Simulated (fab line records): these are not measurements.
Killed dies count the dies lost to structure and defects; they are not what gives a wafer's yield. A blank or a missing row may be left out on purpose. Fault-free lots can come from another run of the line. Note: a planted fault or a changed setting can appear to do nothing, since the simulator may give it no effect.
A lot that was struck, set against a sound lot    flow sky130    18 out of 708 route steps
Sound: these wafers, L814.1, L814.5, L814.6. Wafers struck: L828.2, L828.3, L828.5. Last of all comes the cause.
For every step that has rows: the tool of each side, followed by ch and its chambers, followed by its first start. Under that, the readings that differ: sound wafers    struck wafers    difference of the means    sigmas: that difference in standard deviations of wafers without a fault.
alike: readings with means less than 2 such deviations apart, plus words and numbers identical on both sides. not compared: withheld readings, readings lacking a value on some wafer, bounds such as >300 that could conceal the same value, and numbers that have no deviation in the record and whose values overlap.
The two part at a step that has a row with sigmas, a row that says differs or no value, or rows on one side only. When numbers do not overlap yet have no deviation, they are printed without sigmas and do not part them. Lack of a reading on every wafer of one side parts them only where that side has two or more wafers.

first, 1 step without rows for these wafers: SKY_VT_ADJUST_PCH_IMPLANT_08.
SKY_VT_ADJUST_PCH_STRIP_09: strips in O2/N2.
  sound on plasma asher-03 ch 0,1, day 9 21:48; struck on plasma asher-03 ch 1, day 14 19:09
  alike: drypump motor current A, oes product au, strip time to endpoint s
  not compared: rf hours counter h
SKY_VT_ADJUST_PCH_TW_MEAS_10:
  sound on film metro-04, day 9 21:54; struck on film metro-03, day 14 19:16
  alike: VT_ADJUST_PCH_TW
then, 7 steps without rows for these wafers: SKY_SONOS_TUNNEL_DEHYDRATE_00 (time 60 s); SKY_SONOS_TUNNEL_HMDS_01 (prime time 60 s); SKY_SONOS_TUNNEL_COAT_02 (resist thk 1140 nm); SKY_SONOS_TUNNEL_SOFTBAKE_03 (time 60 s); SKY_SONOS_TUNNEL_EXPOSE_04 (exposes mask TUNM, target cd 410 nm); SKY_SONOS_TUNNEL_PEB_05; SKY_SONOS_TUNNEL_DEVELOP_06 (develop time 60 s).
SKY_SONOS_TUNNEL_CD_MEAS_07: the cd target is 410 nm.
  sound on cd sem-02, day 10 19:55; struck on cd sem-02, day 15 23:08
  alike: cd nm
SKY_SONOS_TUNNEL_OVL_MEAS_08:
  sound on overlay-01, day 10 20:02; struck on overlay-01, day 15 23:14
  alike: SONOS_TUNNEL_OVL
SKY_SONOS_TUNNEL_IMPLANT_09:
  sound on implanter-02 ch 0, day 10 20:05; struck on implanter-01 ch 0, day 15 23:17
reading             sound                          struck                        difference  sigmas
dose ions cm2       9.981e+11 9.983e+11 9.983e+11  4.018e+11 3.98e+11 4.008e+11  -5.980e+11  -99 or more
faraday current uA  5.48 5.61 5.54                 2.18 2.30 2.30                -3.28       -30
  alike: beam on s
then, 2 steps without rows for these wafers: SKY_SONOS_TUNNEL_WET_ETCH_10 (etches SiO2 in dHF, target depth 14 nm, time 280 s); SKY_SONOS_TUNNEL_STRIP_11 (strips in SPM, time 600 s).
SKY_SONOS_TUNNEL_TW_MEAS_12:
  sound on film metro-02, day 10 20:30; struck on film metro-01, day 15 23:41
reading          sound              struck             difference  sigmas
SONOS_TUNNEL_TW  196.3 196.2 195.8  155.3 154.9 154.2  -41.3       -45
then, 1 step without rows for these wafers: SKY_SONOS_TUNNEL_CLEAN_13 (cleans in dHF, time 20 s).
-- the record jumps here: 33 days lie between the struck wafers' starts before and after (it left off in module SONOS_TUNNEL and takes up again in module PAD_OPEN, whose first step shown is number 708 of the route) --
SKY_PAD_OPEN_PROBE_99:
  sound on prober-01, day 45 10:05; struck on prober-02, day 49 05:23
reading                                      sound                    struck                   difference  sigmas
model.etest.sonos uncharged.r on ohm um      807.6 817.1 811          763.8 774.4 763.6        -44.6       
model.etest.sonos programmed.off log10 a um  -13.93 -14.05 -13.89     -13.55 -13.65 -13.09     +0.53       
model.etest.sonos programmed.vt v (V)        1.754 1.692 1.744        1.508 1.522 1.515        -0.215      
model.etest.sonos baked.vt v (V)             1.154 1.179 1.145        0.9485 0.9714 0.9528     -0.2018     
model.etest.sonos uncharged.vt v (V)         -0.3871 -0.4132 -0.3878  -0.5969 -0.5603 -0.6041  -0.1911     
model.etest.sonos erased.vt v (V)            -2.389 -2.377 -2.396     -2.502 -2.49 -2.503      -0.111      
  alike: killed_at_M0_to_M3, killed_at_M4_up, killed at contacts, killed at front end, killed at other, killed dies, killed open, killed short

WHERE THEY PART
Last at SKY_SONOS_TUNNEL_TW_MEAS_12 as far as this record goes, first at SKY_SONOS_TUNNEL_IMPLANT_09. Later steps at which nothing parts them and some readings are alike: SKY_PAD_OPEN_PROBE_99.

WHY: what the simulator had put in
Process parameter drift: implanter-01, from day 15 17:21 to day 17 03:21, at SKY_SONOS_TUNNEL_IMPLANT_09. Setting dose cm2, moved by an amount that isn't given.
